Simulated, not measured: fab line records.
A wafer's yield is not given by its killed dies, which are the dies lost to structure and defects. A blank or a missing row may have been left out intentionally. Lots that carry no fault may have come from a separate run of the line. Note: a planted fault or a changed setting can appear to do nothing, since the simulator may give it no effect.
Which tool is to blame? | flow gf180mcu | 13 lots with 39 wafers sampled at 5 steps, on a route of 602 steps

== WHAT THE GAUGES READ, wafer by wafer ==
GF_STI_CD_MEAS_12 targets a cd of 220 nm.
lot  | measured    | on       | cdNm (nm)
L546 | day 2 07:52 | cdSem-01 | 218.0 219.0 218.5
L547 | day 2 12:44 | cdSem-02 | 219.4 219.5 219.4
L548 | day 2 17:01 | cdSem-02 | 219.9 219.6 220.6
L551 | day 3 08:02 | cdSem-01 | 220.3 221.1 219.5
L552 | day 3 13:49 | cdSem-01 | 219.6 219.3 220.0
L553 | day 3 18:28 | cdSem-01 | 218.8 220.0 220.5
L554 | day 4 00:22 | cdSem-01 | 221.3 221.5 222.0
L558 | day 4 20:11 | cdSem-01 | 218.7 218.7 217.6
L559 | day 5 01:43 | cdSem-01 | 218.6 192.7 212.7 218.4 193.0 212.9
L561 | day 5 12:11 | cdSem-02 | 222.2 220.0 221.4
L562 | day 5 16:29 | cdSem-01 | 192.5 223.2 225.5 192.8 223.3 225.6
L567 | day 6 18:35 | cdSem-02 | 220.2 219.7 219.9
L568 | day 6 23:55 | cdSem-01 | 219.6 220.0 220.4

GF_DNWELL_TW_MEAS_09.
lot  | measured    | on           | DNWELL_TW
L546 | day 3 01:44 | filmMetro-02 | 1344 1349 1341
L547 | day 3 07:54 | filmMetro-02 | 1346 1347 1344
L548 | day 3 12:01 | filmMetro-01 | 1355 1353 1345
L551 | day 4 03:39 | filmMetro-03 | 1354 1348 1353
L552 | day 4 06:43 | filmMetro-03 | 1356 1356 1358
L553 | day 4 12:05 | filmMetro-02 | 1354 1345 1344
L554 | day 4 19:32 | filmMetro-02 | 1342 1342 1350
L558 | day 5 17:19 | filmMetro-02 | 1346 1346 1341
L559 | day 5 20:52 | filmMetro-02 | 1343 1347 1344
L561 | day 6 09:12 | filmMetro-01 | 1362 1362 1366
L562 | day 6 12:32 | filmMetro-01 | 1351 1358 1355
L567 | day 7 16:04 | filmMetro-01 | 1370 1362 1362
L568 | day 7 20:56 | filmMetro-01 | 1351 1363 1361

GF_CONTACT_THK_MEAS_01.
lot  | measured     | on           | CONTACT_CVD_00_THK (nm)
L546 | day 15 16:56 | filmMetro-03 | 297.2 298.4 298.7
L547 | day 16 02:16 | filmMetro-04 | 294.6 297.3 296.5
L548 | day 16 12:34 | filmMetro-01 | 300.9 298.4 301.7
L551 | day 17 10:08 | filmMetro-04 | 302.5 298.4 304.5
L552 | day 17 19:10 | filmMetro-01 | 296.7 299.9 300.1
L553 | day 18 01:44 | filmMetro-01 | 300.0 302.4 301.1
L554 | day 18 14:16 | filmMetro-01 | 298.4 299.5 295.7
L558 | day 19 22:28 | filmMetro-01 | 301.3 298.9 299.2
L559 | day 20 08:25 | filmMetro-03 | 298.4 304.7 295.2
L561 | day 20 23:59 | filmMetro-03 | 300.8 297.1 298.0
L562 | day 21 10:25 | filmMetro-04 | 296.6 296.3 297.2
L567 | day 23 03:14 | filmMetro-03 | 301.2 301.4 304.7
L568 | day 23 09:23 | filmMetro-03 | 301.8 299.7 301.1

== EACH LOT AND THE TOOL THAT RAN IT (in order: tool; ch and the chambers of the sampled wafers; start) ==
lot  | GF_STI_EXPOSE_09                | GF_SALICIDE_RTA_08
L546 | krfScanner-01 ch 0, day 2 01:58 | rtpAnneal-02 ch 0, day 15 16:48
L547 | krfScanner-02 ch 0, day 2 06:59 | rtpAnneal-02 ch 0, day 16 02:08
L548 | krfScanner-02 ch 0, day 2 10:34 | rtpAnneal-01 ch 0, day 16 12:26
L551 | krfScanner-01 ch 0, day 3 01:55 | rtpAnneal-01 ch 0, day 17 09:59
L552 | krfScanner-01 ch 0, day 3 08:14 | rtpAnneal-01 ch 0, day 17 19:01
L553 | krfScanner-02 ch 0, day 3 12:21 | rtpAnneal-02 ch 0, day 18 01:35
L554 | krfScanner-02 ch 0, day 3 17:38 | rtpAnneal-01 ch 0, day 18 14:08
L558 | krfScanner-01 ch 0, day 4 13:51 | rtpAnneal-01 ch 0, day 19 22:20
L559 | krfScanner-02 ch 0, day 4 18:44 | rtpAnneal-01 ch 0, day 20 08:17
L561 | krfScanner-01 ch 0, day 5 05:29 | rtpAnneal-01 ch 0, day 20 23:51
L562 | krfScanner-02 ch 0, day 5 09:52 | rtpAnneal-02 ch 0, day 21 10:16
L567 | krfScanner-01 ch 0, day 6 11:10 | rtpAnneal-01 ch 0, day 23 03:06
L568 | krfScanner-01 ch 0, day 6 15:59 | rtpAnneal-02 ch 0, day 23 09:11
- GF_STI_EXPOSE_09: exposes mask COMP, target cd 220 nm.
- GF_SALICIDE_RTA_08: time 30 s.

== AS READ BY THE TOOLS THEMSELVES (means over the sampled wafers that have a number; for cases with no such wafer, the mark the record gives instead) ==
GF_STI_EXPOSE_09.
lot  | tool          | exposureDoseMJCm2 | reticleTempC (C)
L546 | krfScanner-01 | 28.26             | 22.99
L547 | krfScanner-02 | 27.95             | 22.92
L548 | krfScanner-02 | 27.94             | 22.92
L551 | krfScanner-01 | 28.28             | 22.99
L552 | krfScanner-01 | 28.27             | 23.05
L553 | krfScanner-02 | 27.92             | 23.11
L554 | krfScanner-02 | 27.93             | 23.07
L558 | krfScanner-01 | 28.27             | 23.06
L559 | krfScanner-02 | 26.77             | 23.04
L561 | krfScanner-01 | 28.24             | 23.19
L562 | krfScanner-02 | 25.90             | 22.95
L567 | krfScanner-01 | 28.20             | 22.93
L568 | krfScanner-01 | 28.22             | 23.01

GF_SALICIDE_RTA_08.
lot  | tool         | annealTempCMax | lampPowerPct (%) | wafer_temp_C_max
L546 | rtpAnneal-02 | 802.4          | 16.4             | 803.8
L547 | rtpAnneal-02 | 803.3          | 16.4             | 803.8
L548 | rtpAnneal-01 | 802.6          | 14.9             | 804.2
L551 | rtpAnneal-01 | 802.6          | 14.9             | 805.4
L552 | rtpAnneal-01 | 802.8          | 14.9             | 805.6
L553 | rtpAnneal-02 | 802.6          | 16.4             | 803.9
L554 | rtpAnneal-01 | 802.5          | 14.9             | 805.9
L558 | rtpAnneal-01 | 802.1          | 14.9             | 804.4
L559 | rtpAnneal-01 | 802.6          | 15.0             | 805.3
L561 | rtpAnneal-01 | 802.6          | 15.0             | 805.7
L562 | rtpAnneal-02 | 803.4          | 16.4             | 804.5
L567 | rtpAnneal-01 | 802.2          | 14.9             | 805.1
L568 | rtpAnneal-02 | 803.7          | 16.4             | 804.1

== THE ANSWER, worked out from the rows above alone ==
Rule: what is usual is taken from the lots themselves. The widest of any qualifying gaps counts: lots, ordered by their means at a reading, are off when they make up no more than a third of the lots, leave a main group of 4 or more, and stand apart from it by 3 or more times the standard deviation of that group's means. Not used: any main group whose means are identical at the precision the tables above print for the reading. A lot without any number at a reading at which 4 lots or more have one is off too. Any other lot the step has rows for is counted as sound. The gauges are gone through in route order, then the tools' own readings, and for those a lot's mean is taken as printed above. The first step at which some lot is off is used, and at that step the reading that is off furthest; a lot without a number counts as furthest.
Off at GF_STI_CD_MEAS_12 (cdNm): L559, L562. Mean 219.9 nm and standard deviation 0.93 in the main group.
A tool fits if, at a process step before that reading, it ran every lot that is off, and no sound lot after the first of them. The gauges at GF_STI_CD_MEAS_12 aren't tried: what is off there is off at GF_STI_EXPOSE_09 too, on other tools, and a gauge's error can't cause that. One fits: krfScanner-02 at GF_STI_EXPOSE_09. A fault onset in the window from L554 (day 3 17:38, its last sound lot) to L559 (day 4 18:44, its first lot off) fits.
On the lots that are off, the tool's own readings at GF_STI_EXPOSE_09 differ by more than 5 times the standard deviation of the sound lots' means, which bears it out; exposureDoseMJCm2 reads 26.34 there versus 28.13 on the sound lots.

== WHAT THE SIMULATOR HAD PUT IN ==
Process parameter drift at GF_STI_EXPOSE_09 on krfScanner-02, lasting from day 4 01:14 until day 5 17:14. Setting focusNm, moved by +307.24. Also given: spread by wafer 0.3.
Lots struck among those shown: L559, L562. Same finding as the rule above.
